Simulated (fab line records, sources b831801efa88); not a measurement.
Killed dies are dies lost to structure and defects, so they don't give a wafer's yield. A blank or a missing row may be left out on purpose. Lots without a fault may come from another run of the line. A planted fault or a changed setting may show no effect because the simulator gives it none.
A struck lot beside a sound one | flow sky130 | 45 steps out of a route of 708
Sound: wafers L231.4, L231.5, L231.6. Struck: wafers L230.4, L230.5, L230.6. The cause comes at the end.
At each step with rows: each side's tool, then ch and its chambers, then its first start. Under that, the readings that differ: sound wafers | struck wafers | difference of the means | sigmas: that difference in standard deviations of wafers without a fault.
alike: readings whose means differ by less than 2 such deviations, and words and numbers that are the same on both sides. not compared: withheld readings, readings that some wafer has no value for, bounds like >300 that may hide the same value, and numbers for which the record gives no deviation and whose values overlap.
The two part at a step that has a row with sigmas, a row that says differs or no value, or rows on one side only. Numbers that don't overlap but have no deviation are shown without sigmas and don't part them. A reading that every wafer of one side lacks parts them only if that side has two wafers or more.

first, 1 step without rows for these wafers: SKY_VT_ADJUST_NCORE_IMPLANT_09.
SKY_VT_ADJUST_NCORE_STRIP_10: strips in O2/N2.
  sound on plasma_asher-01 ch 0,1, day 12 11:25; struck on plasma_asher-03 ch 0,1, day 12 03:44
  alike: drypump_motor_current_A, oes_product_au, strip_time_to_endpoint_s
  not compared: rf_hours_counter_h
SKY_VT_ADJUST_NCORE_TW_MEAS_11:
  sound on film_metro-02, day 12 11:30; struck on film_metro-03, day 12 03:49
  reading            | sound             | struck            | difference | sigmas
  VT_ADJUST_NCORE_TW | 222.1 222.7 222.9 | 215.2 216.8 217.3 | -6.1       | -2
then, 7 steps without rows for these wafers: SKY_VT_ADJUST_HVTR_DEHYDRATE_00 (time 60 s); SKY_VT_ADJUST_HVTR_HMDS_01 (prime time 60 s); SKY_VT_ADJUST_HVTR_COAT_02 (resist thk 1140 nm); SKY_VT_ADJUST_HVTR_SOFTBAKE_03 (time 60 s); SKY_VT_ADJUST_HVTR_EXPOSE_04 (exposes mask HVTRM, target cd 380 nm); SKY_VT_ADJUST_HVTR_PEB_05; SKY_VT_ADJUST_HVTR_DEVELOP_06 (develop time 60 s).
SKY_VT_ADJUST_HVTR_CD_MEAS_07: target cd 380 nm.
  sound on cd_sem-02, day 13 12:44; struck on cd_sem-01, day 13 03:27
  alike: cd_nm
SKY_VT_ADJUST_HVTR_OVL_MEAS_08:
  sound on overlay-01, day 13 12:48; struck on overlay-01, day 13 03:31
  alike: VT_ADJUST_HVTR_OVL
SKY_VT_ADJUST_HVTR_IMPLANT_09:
  sound on implanter-02 ch 0, day 13 12:54; struck on implanter-01 ch 0, day 13 03:37
  reading       | sound                           | struck                          | difference  | sigmas
  dose_ions_cm2 | 2.1023e+12 2.1001e+12 2.101e+12 | 2.0519e+12 2.054e+12 2.0549e+12 | -4.7533e+10 | -22
SKY_VT_ADJUST_HVTR_STRIP_10: strips in O2/N2.
  sound on plasma_asher-03 ch 0,1, day 13 13:01; struck on plasma_asher-04 ch 0,1, day 13 03:44
  alike: drypump_motor_current_A, oes_product_au, strip_time_to_endpoint_s
  not compared: rf_hours_counter_h
SKY_VT_ADJUST_HVTR_TW_MEAS_11:
  sound on film_metro-03, day 13 13:06; struck on film_metro-03, day 13 03:49
  alike: VT_ADJUST_HVTR_TW
then, 7 steps without rows for these wafers: SKY_VT_ADJUST_PCH_DEHYDRATE_00 (time 60 s); SKY_VT_ADJUST_PCH_HMDS_01 (prime time 60 s); SKY_VT_ADJUST_PCH_COAT_02 (resist thk 3000 nm); SKY_VT_ADJUST_PCH_SOFTBAKE_03; SKY_VT_ADJUST_PCH_EXPOSE_04 (exposes mask NWM, target cd 840 nm); SKY_VT_ADJUST_PCH_PEB_05; SKY_VT_ADJUST_PCH_DEVELOP_06 (develop time 60 s).
SKY_VT_ADJUST_PCH_OVL_MEAS_07:
  sound on overlay-01, day 14 15:12; struck on overlay-02, day 14 04:53
  alike: VT_ADJUST_PCH_OVL
then, 1 step without rows for these wafers: SKY_VT_ADJUST_PCH_IMPLANT_08.
SKY_VT_ADJUST_PCH_STRIP_09: strips in O2/N2.
  sound on plasma_asher-03 ch 0,1, day 14 15:24; struck on plasma_asher-03 ch 0,1, day 14 05:05
  alike: drypump_motor_current_A, oes_product_au, strip_time_to_endpoint_s
  not compared: rf_hours_counter_h
SKY_VT_ADJUST_PCH_TW_MEAS_10:
  sound on film_metro-03, day 14 15:30; struck on film_metro-04, day 14 05:11
  alike: VT_ADJUST_PCH_TW
then, 7 steps without rows for these wafers: SKY_SONOS_TUNNEL_DEHYDRATE_00 (time 60 s); SKY_SONOS_TUNNEL_HMDS_01 (prime time 60 s); SKY_SONOS_TUNNEL_COAT_02 (resist thk 1140 nm); SKY_SONOS_TUNNEL_SOFTBAKE_03 (time 60 s); SKY_SONOS_TUNNEL_EXPOSE_04 (exposes mask TUNM, target cd 410 nm); SKY_SONOS_TUNNEL_PEB_05; SKY_SONOS_TUNNEL_DEVELOP_06 (develop time 60 s).
SKY_SONOS_TUNNEL_CD_MEAS_07: target cd 410 nm.
  sound on cd_sem-01, day 15 18:17; struck on cd_sem-02, day 15 07:50
  reading    | sound             | struck            | difference | sigmas
  cd_nm (nm) | 412.1 412.3 412.7 | 405.9 406.7 405.6 | -6.3       | -3
SKY_SONOS_TUNNEL_OVL_MEAS_08:
  sound on overlay-01, day 15 18:22; struck on overlay-01, day 15 07:55
  alike: SONOS_TUNNEL_OVL
then, 3 steps without rows for these wafers: SKY_SONOS_TUNNEL_IMPLANT_09; SKY_SONOS_TUNNEL_WET_ETCH_10 (etches SiO2 in dHF, target depth 14 nm, time 280 s); SKY_SONOS_TUNNEL_STRIP_11 (strips in SPM, time 600 s).
SKY_SONOS_TUNNEL_TW_MEAS_12:
  sound on film_metro-01, day 15 18:49; struck on film_metro-01, day 15 08:23
  alike: SONOS_TUNNEL_TW
then, 2 steps without rows for these wafers: SKY_SONOS_TUNNEL_CLEAN_13 (cleans in dHF, time 20 s); SKY_SONOS_ONO_OXIDATION_00 (stabilise 600 s, purge 300 s, target thk 2.6 nm).
SKY_SONOS_ONO_THK_MEAS_01:
  sound on film_metro-03, day 15 22:03; struck on film_metro-03, day 15 10:46
  reading                      | sound          | struck         | difference | sigmas
  SONOS_ONO_OXIDATION_THK (nm) | 2.44 2.47 2.45 | 2.59 2.61 2.60 | +0.15      | +3
SKY_VIA2_DEVELOP_11: develop time 60 s.
  sound on litho_track-04 ch 0; struck on litho_track-03 ch 0
  reading                | sound             | struck            | difference | sigmas
  chill_plate_temp_C (C) | 23.12 23.13 23.15 | 22.87 22.83 23.00 | -0.23      | -2
  model.VIA2.cd_nm (nm)  | 199.6 199 199     | 205.3 205.5 205.7 | +6.3       |
-- the record jumps here: 25 days lie between the struck wafers' starts before and after --
SKY_VIA2_ETCH_15: etches SiO2 in C4F8/O2/Ar, stops on TiN, target depth 546 nm, time 84 s.
  sound on rie_diel-03 ch 0,1, day 40 08:50; struck on rie_diel-04 ch 0,1,2, day 40 02:48
  reading               | sound         | struck          | difference | sigmas
  model.VIA2.cd_nm (nm) | 197 195 198.4 | 209 210.4 208.4 | +12        |
  alike: oes_product_au
  not compared: rf_hours_counter_h
-- the record jumps here: 9 days lie between the struck wafers' starts before and after (it left off in module VIA2 and takes up again in module PAD_OPEN, whose first step shown is number 708 of the route) --
SKY_PAD_OPEN_PROBE_99:
  sound on prober-01, day 48 19:20; struck on prober-01, day 48 17:26
  alike: killed_at_M0_to_M3, killed_at_M4_up, killed_at_contacts, killed_at_front_end, killed_at_other, killed_dies, killed_open, killed_short

WHERE THEY PART
First at SKY_VT_ADJUST_NCORE_TW_MEAS_11; last, within this record, at SKY_VIA2_DEVELOP_11. Later steps at which nothing parts them and some readings are alike: SKY_VIA2_ETCH_15, SKY_PAD_OPEN_PROBE_99.

WHY: what the simulator had put in
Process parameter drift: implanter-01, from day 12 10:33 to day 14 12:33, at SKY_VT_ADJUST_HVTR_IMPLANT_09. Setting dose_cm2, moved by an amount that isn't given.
